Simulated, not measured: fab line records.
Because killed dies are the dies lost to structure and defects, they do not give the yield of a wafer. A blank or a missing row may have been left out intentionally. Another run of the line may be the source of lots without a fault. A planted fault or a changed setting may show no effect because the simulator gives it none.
Which tool was responsible? :: flow sky130 :: 13 lots with 39 wafers sampled at 4 steps, on a route of 708 steps

## WHAT EACH GAUGE READ, for each wafer
SKY_VT_ADJUST_HVTP_TW_MEAS_11.
lot: L720
measured: day 6 06:04
on: film-metro-01
VT_ADJUST_HVTP_TW: 1373 1367 1357

lot: L721
measured: day 6 08:37
on: film-metro-02
VT_ADJUST_HVTP_TW: 1328 1332 1334

lot: L722
measured: day 6 11:31
on: film-metro-02
VT_ADJUST_HVTP_TW: 1322 1327 1323

lot: L723
measured: day 6 18:53
on: film-metro-04
VT_ADJUST_HVTP_TW: 1365 1359 1353

lot: L724
measured: day 6 22:19
on: film-metro-01
VT_ADJUST_HVTP_TW: 1365 1368 1371

lot: L725
measured: day 7 10:02
on: film-metro-02
VT_ADJUST_HVTP_TW: 1334 1337 1335

lot: L729
measured: day 8 11:47
on: film-metro-02
VT_ADJUST_HVTP_TW: 1337 1334 1328

lot: L738
measured: day 10 19:49
on: film-metro-04
VT_ADJUST_HVTP_TW: 1356 1348 1353

lot: L737
measured: day 10 23:35
on: film-metro-04
VT_ADJUST_HVTP_TW: 1357 1356 1349

lot: L739
measured: day 11 04:01
on: film-metro-02
VT_ADJUST_HVTP_TW: 1322 1324 1320

lot: L740
measured: day 11 09:48
on: film-metro-04
VT_ADJUST_HVTP_TW: 1360 1355 1360

lot: L742
measured: day 11 22:25
on: film-metro-02
VT_ADJUST_HVTP_TW: 1321 1327 1320

lot: L743
measured: day 12 04:31
on: film-metro-01
VT_ADJUST_HVTP_TW: 1358 1359 1353

SKY_VT_ADJUST_NCORE_OVL_MEAS_08.
lot: L720
measured: day 8 18:13
on: overlay-01
VT_ADJUST_NCORE_OVL (nm): 1.4 2.5 1.8

lot: L721
measured: day 8 21:04
on: overlay-02
VT_ADJUST_NCORE_OVL (nm): -1.8 0.5 -0.5

lot: L722
measured: day 9 00:13
on: overlay-02
VT_ADJUST_NCORE_OVL (nm): 0.2 2.1 3.4

lot: L723
measured: day 9 08:19
on: overlay-01
VT_ADJUST_NCORE_OVL (nm): 2.8 0.7 0.7

lot: L724
measured: day 9 11:40
on: overlay-02
VT_ADJUST_NCORE_OVL (nm): -1.3 0.5 -1.2

lot: L725
measured: day 10 00:49
on: overlay-01
VT_ADJUST_NCORE_OVL (nm): -4.3 -2.1 -3.6

lot: L729
measured: day 11 05:49
on: overlay-02
VT_ADJUST_NCORE_OVL (nm): 0.0 -2.6 -2.1

lot: L738
measured: day 13 20:13
on: overlay-01
VT_ADJUST_NCORE_OVL (nm): 0.6 0.1 -0.9

lot: L737
measured: day 14 01:11
on: overlay-01
VT_ADJUST_NCORE_OVL (nm): 0.2 0.7 -2.2

lot: L739
measured: day 14 06:55
on: overlay-02
VT_ADJUST_NCORE_OVL (nm): -3.2 -1.8 -1.8

lot: L740
measured: day 14 12:19
on: overlay-02
VT_ADJUST_NCORE_OVL (nm): -1.4 -1.6 -0.9

lot: L742
measured: day 15 02:07
on: overlay-02
VT_ADJUST_NCORE_OVL (nm): 1.1 1.3 0.0

lot: L743
measured: day 15 09:37
on: overlay-02
VT_ADJUST_NCORE_OVL (nm): -2.9 -3.1 -1.5

SKY_GATE_OXIDE_OVL_MEAS_10.
lot: L720
measured: day 13 22:35
on: overlay-01
GATE_OXIDE_OVL (nm): 1.4 0.2 1.3

lot: L721
measured: day 14 01:18
on: overlay-02
GATE_OXIDE_OVL (nm): 2.4 1.0 2.4

lot: L722
measured: day 14 10:36
on: overlay-02
GATE_OXIDE_OVL (nm): 2.0 -0.5 -0.3

lot: L723
measured: day 14 18:35
on: overlay-02
GATE_OXIDE_OVL (nm): 0.3 2.3 1.3

lot: L724
measured: day 14 22:51
on: overlay-02
GATE_OXIDE_OVL (nm): 2.8 1.2 3.8

lot: L725
measured: day 15 12:44
on: overlay-01
GATE_OXIDE_OVL (nm): 0.7 0.6 1.7

lot: L729
measured: day 17 01:28
on: overlay-01
GATE_OXIDE_OVL (nm): 1.7 2.4 0.6

lot: L738
measured: day 20 05:57
on: overlay-01
GATE_OXIDE_OVL (nm): 1.6 2.4 -0.6

lot: L737
measured: day 20 12:18
on: overlay-01
GATE_OXIDE_OVL (nm): -2.0 1.1 -0.3

lot: L739
measured: day 20 16:47
on: overlay-01
GATE_OXIDE_OVL (nm): 3.2 -1.3 0.8

lot: L740
measured: day 20 19:08
on: overlay-01
GATE_OXIDE_OVL (nm): -0.3 1.1 -0.3

lot: L742
measured: day 21 13:36
on: overlay-01
GATE_OXIDE_OVL (nm): 2.7 2.0 0.8

lot: L743
measured: day 21 23:47
on: overlay-01
GATE_OXIDE_OVL (nm): 1.0 1.3 0.4

## WHAT TOOL EACH LOT RAN ON (gives the tool, then ch and the chambers of the sampled wafers, and finally the start)
lot: L720
SKY_SONOS_ONO_CVD_04: lpcvd-03 ch 0, day 11 16:39

lot: L721
SKY_SONOS_ONO_CVD_04: lpcvd-03 ch 1, day 11 20:47

lot: L722
SKY_SONOS_ONO_CVD_04: lpcvd-03 ch 0, day 12 04:08

lot: L723
SKY_SONOS_ONO_CVD_04: lpcvd-03 ch 0, day 12 13:04

lot: L724
SKY_SONOS_ONO_CVD_04: lpcvd-03 ch 0, day 12 16:47

lot: L725
SKY_SONOS_ONO_CVD_04: lpcvd-03 ch 0, day 13 04:25

lot: L729
SKY_SONOS_ONO_CVD_04: lpcvd-03 ch 0, day 14 14:32

lot: L738
SKY_SONOS_ONO_CVD_04: lpcvd-03 ch 1, day 17 10:48

lot: L737
SKY_SONOS_ONO_CVD_04: lpcvd-03 ch 0, day 17 18:14

lot: L739
SKY_SONOS_ONO_CVD_04: lpcvd-03 ch 0, day 17 23:49

lot: L740
SKY_SONOS_ONO_CVD_04: lpcvd-03 ch 1, day 18 04:03

lot: L742
SKY_SONOS_ONO_CVD_04: lpcvd-03 ch 1, day 18 21:30

lot: L743
SKY_SONOS_ONO_CVD_04: lpcvd-03 ch 1, day 19 06:37
- SKY_SONOS_ONO_CVD_04: deposits SiO2 from SiH4/N2O, target thk 5.7199 nm.

## AS READ BY THE TOOLS THEMSELVES (means over the sampled wafers that have a number; for cases with no such wafer, the mark the record gives instead)
SKY_SONOS_ONO_CVD_04.
lot: L720
tool: lpcvd-03
pressure-mtorr (mTorr): 399.9
spike-tc-centre-C (C): 899.8
zone-power-centre-pct (%): 19.43
zone-power-upper-pct (%): 18.0

lot: L721
tool: lpcvd-03
pressure-mtorr (mTorr): 400.3
spike-tc-centre-C (C): 901.2
zone-power-centre-pct (%): 19.28
zone-power-upper-pct (%): 17.0

lot: L722
tool: lpcvd-03
pressure-mtorr (mTorr): 399.8
spike-tc-centre-C (C): 899.2
zone-power-centre-pct (%): 19.44
zone-power-upper-pct (%): 17.9

lot: L723
tool: lpcvd-03
pressure-mtorr (mTorr): 399.7
spike-tc-centre-C (C): 899.6
zone-power-centre-pct (%): 19.47
zone-power-upper-pct (%): 17.9

lot: L724
tool: lpcvd-03
pressure-mtorr (mTorr): 400.6
spike-tc-centre-C (C): 899.2
zone-power-centre-pct (%): 19.38
zone-power-upper-pct (%): 17.9

lot: L725
tool: lpcvd-03
pressure-mtorr (mTorr): 400.3
spike-tc-centre-C (C): 898.8
zone-power-centre-pct (%): 19.45
zone-power-upper-pct (%): 18.0

lot: L729
tool: lpcvd-03
pressure-mtorr (mTorr): 399.5
spike-tc-centre-C (C): 911.9
zone-power-centre-pct (%): 24.36
zone-power-upper-pct (%): 15.4

lot: L738
tool: lpcvd-03
pressure-mtorr (mTorr): 400.6
spike-tc-centre-C (C): 900.4
zone-power-centre-pct (%): 19.16
zone-power-upper-pct (%): 16.8

lot: L737
tool: lpcvd-03
pressure-mtorr (mTorr): 399.3
spike-tc-centre-C (C): 899.5
zone-power-centre-pct (%): 19.31
zone-power-upper-pct (%): 18.1

lot: L739
tool: lpcvd-03
pressure-mtorr (mTorr): 400.5
spike-tc-centre-C (C): 899.0
zone-power-centre-pct (%): 19.49
zone-power-upper-pct (%): 17.9

lot: L740
tool: lpcvd-03
pressure-mtorr (mTorr): 399.6
spike-tc-centre-C (C): 900.2
zone-power-centre-pct (%): 19.20
zone-power-upper-pct (%): 16.7

lot: L742
tool: lpcvd-03
pressure-mtorr (mTorr): 399.6
spike-tc-centre-C (C): 900.5
zone-power-centre-pct (%): 19.40
zone-power-upper-pct (%): 16.9

lot: L743
tool: lpcvd-03
pressure-mtorr (mTorr): 398.3
spike-tc-centre-C (C): 901.0
zone-power-centre-pct (%): 19.31
zone-power-upper-pct (%): 16.8

## THE ANSWER, worked out from the rows above alone
Rule: usual is defined by the lots themselves. The widest of any qualifying gaps counts: lots, ordered by their means at a reading, are off when they make up no more than a third of the lots, leave a main group of 4 or more, and stand apart from it by 3 or more times the standard deviation of that group's means. A main group is skipped when, at the precision printed for the reading in the tables above, its means are all equal. Also off: a lot with no number at a reading for which 4 or more lots have one. All remaining lots with rows at the step are treated as sound. The gauges are gone through in route order, then the tools' own readings, and for those a lot's mean is taken as printed above. The first step at which some lot is off is used, and at that step the reading that is off furthest; a lot without a number counts as furthest.
Off: L729 (SKY_SONOS_ONO_CVD_04, zone-power-centre-pct). The main group has a mean of 19.36 % with a standard deviation of 0.1.
If a tool, at that step or one of the process steps before it, ran each lot that is off and ran no sound lot following the first of them, it fits. Of those tried, none fits.

## WHAT THE SIMULATOR HAD INSERTED
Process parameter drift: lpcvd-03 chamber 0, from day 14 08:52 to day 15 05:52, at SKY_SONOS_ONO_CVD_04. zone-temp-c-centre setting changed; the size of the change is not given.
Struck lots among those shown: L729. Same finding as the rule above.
